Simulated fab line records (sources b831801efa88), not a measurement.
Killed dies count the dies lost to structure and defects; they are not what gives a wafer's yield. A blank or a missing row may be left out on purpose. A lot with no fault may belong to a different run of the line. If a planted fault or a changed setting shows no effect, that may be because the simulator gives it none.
Which of the tools did it?    flow sky130    13 lots with 37 wafers sampled at 4 steps, on a route of 708 steps

WHAT EACH GAUGE READ, for each wafer
SKY_SONOS_ONO_CD_MEAS_13 targets a cd of 410 nm.
lot   measured      on        cdNm (nm)
L673  day 12 06:37  cdSem-02  408.7 410.2 409.9
L674  day 13 01:05  cdSem-02  409.2 410.2 410.1
L675  day 13 13:37  cdSem-02  412.1 412.3 410.4
L676  day 13 19:17  cdSem-01  409.0 409.1 411.1
L677  day 14 05:17  cdSem-01  405.5 403.3 406.6
L678  day 14 11:38  cdSem-01  413.0 411.5 412.7
L679  day 14 20:23  cdSem-01  414.8 415.0 413.0
L685  day 17 00:54  cdSem-02  412.2
L688  day 17 23:17  cdSem-02  411.6 411.9 412.1
L689  day 18 12:09  cdSem-02  408.6 407.0 408.0
L692  day 19 02:13  cdSem-02  410.7 409.6 410.1
L693  day 19 06:31  cdSem-02  408.1 406.8 407.3
L695  day 20 06:43  cdSem-02  414.0 413.9 413.4

SKY_LDD_HVP_OVL_MEAS_07.
lot   measured      on          LDD_HVP_OVL (nm)
L673  day 21 04:49  overlay-02  0.8 1.4 0.9
L674  day 21 22:25  overlay-01  1.4 1.4 1.3
L675  day 22 13:39  overlay-02  -0.2 1.4 1.3
L676  day 22 21:14  overlay-01  -0.9 -1.2 -0.5
L677  day 23 04:08  overlay-01  1.6 0.4 1.5
L678  day 23 14:47  overlay-01  0.3 1.1 0.8
L679  day 23 23:47  overlay-01  0.4 0.4 0.6
L685  day 26 05:07  overlay-01  -1.5
L688  day 27 07:37  overlay-01  -0.1 0.8 -0.2
L689  day 27 17:37  overlay-02  0.6 2.5 1.7
L692  day 28 07:58  overlay-02  1.1 -0.7 0.9
L693  day 28 15:47  overlay-01  1.4 1.9 1.5
L695  day 29 07:26  overlay-02  0.3 1.0 2.6

SKY_SPACER_THK_MEAS_01.
lot   measured      on            SPACER_CVD_00_THK (nm)
L673  day 22 14:07  filmMetro-02  43.2 43.1 43.1
L674  day 23 06:12  filmMetro-01  43.5 43.7 43.2
L675  day 23 21:48  filmMetro-03  43.8 43.4 43.4
L676  day 24 05:25  filmMetro-02  43.9 43.9 43.5
L677  day 24 12:13  filmMetro-03  43.4 43.2 43.2
L678  day 24 22:48  filmMetro-03  44.0 44.0 44.0
L679  day 25 08:08  filmMetro-02  43.9 43.7 44.0
L685  day 27 12:07  filmMetro-03  43.1
L688  day 28 15:54  filmMetro-02  42.8 43.4 42.7
L689  day 29 00:44  filmMetro-01  42.7 42.6 42.8
L692  day 29 15:04  filmMetro-03  43.4 42.9 43.2
L693  day 29 22:28  filmMetro-03  43.6 43.9 43.4
L695  day 30 14:38  filmMetro-03  42.6 42.6 42.8

WHAT TOOL EACH LOT RAN ON (gives the tool, then ch and the chambers of the sampled wafers, and finally the start)
lot   SKY_LDD_HVN_IMPLANT_08
L673  implanter-03 ch 0, day 19 21:49
L674  implanter-03 ch 0, day 20 16:03
L675  implanter-01 ch 0, day 21 06:31
L676  implanter-03 ch 0, day 21 14:25
L677  implanter-03 ch 0, day 21 22:01
L678  implanter-03 ch 0, day 22 08:22
L679  implanter-03 ch 0, day 22 17:21
L685  implanter-03 ch 0, day 25 00:17
L688  implanter-01 ch 0, day 26 02:51
L689  implanter-01 ch 0, day 26 12:46
L692  implanter-04 ch 0, day 27 02:46
L693  implanter-03 ch 0, day 27 11:45
L695  implanter-01 ch 0, day 28 03:33
- SKY_LDD_HVN_IMPLANT_08

WHAT THE TOOLS THEMSELVES READ (means of the sampled wafers that have a number; where no wafer has one, the mark that the record gives instead)
SKY_LDD_HVN_IMPLANT_08.
lot   tool          beamOnS (s)  faradayCurrentUA
L673  implanter-03  10.12        166
L674  implanter-03  9.92         171
L675  implanter-01  10.09        167
L676  implanter-03  9.99         169
L677  implanter-03  10.04        169
L678  implanter-03  10.00        169
L679  implanter-03  10.08        168
L685  implanter-03  11.43        148
L688  implanter-01  9.89         171
L689  implanter-01  9.94         170
L692  implanter-04  10.06        169
L693  implanter-03  10.22        166
L695  implanter-01  10.01        169

THE ANSWER, worked out from the rows above alone
Rule: what is usual is taken from the lots themselves. Put in order of their means at a reading, lots are off if they are a third of the lots or fewer, leave a main group of 4 or more, and stand apart from it by a gap of 3 or more times the standard deviation of the main group's means; of several such gaps the widest counts. A main group whose means are all the same, to the digits that the tables above print for the reading, isn't used. Also off: a lot with no number at a reading for which 4 or more lots have one. All remaining lots with rows at the step are treated as sound. Order of review: gauges by route order, followed by the tools' own readings, for which a lot's mean as printed above is used. The first step at which some lot is off is used, and at that step the reading that is off furthest; a lot without a number counts as furthest.
Off: L685, at SKY_LDD_HVN_IMPLANT_08 (beamOnS). Main group: mean 10.03 s, sd 0.089.
If a tool, at that step or one of the process steps before it, ran each lot that is off and ran no sound lot following the first of them, it fits. No candidate that was tried fits.

WHAT THE SIMULATOR HAD PUT IN
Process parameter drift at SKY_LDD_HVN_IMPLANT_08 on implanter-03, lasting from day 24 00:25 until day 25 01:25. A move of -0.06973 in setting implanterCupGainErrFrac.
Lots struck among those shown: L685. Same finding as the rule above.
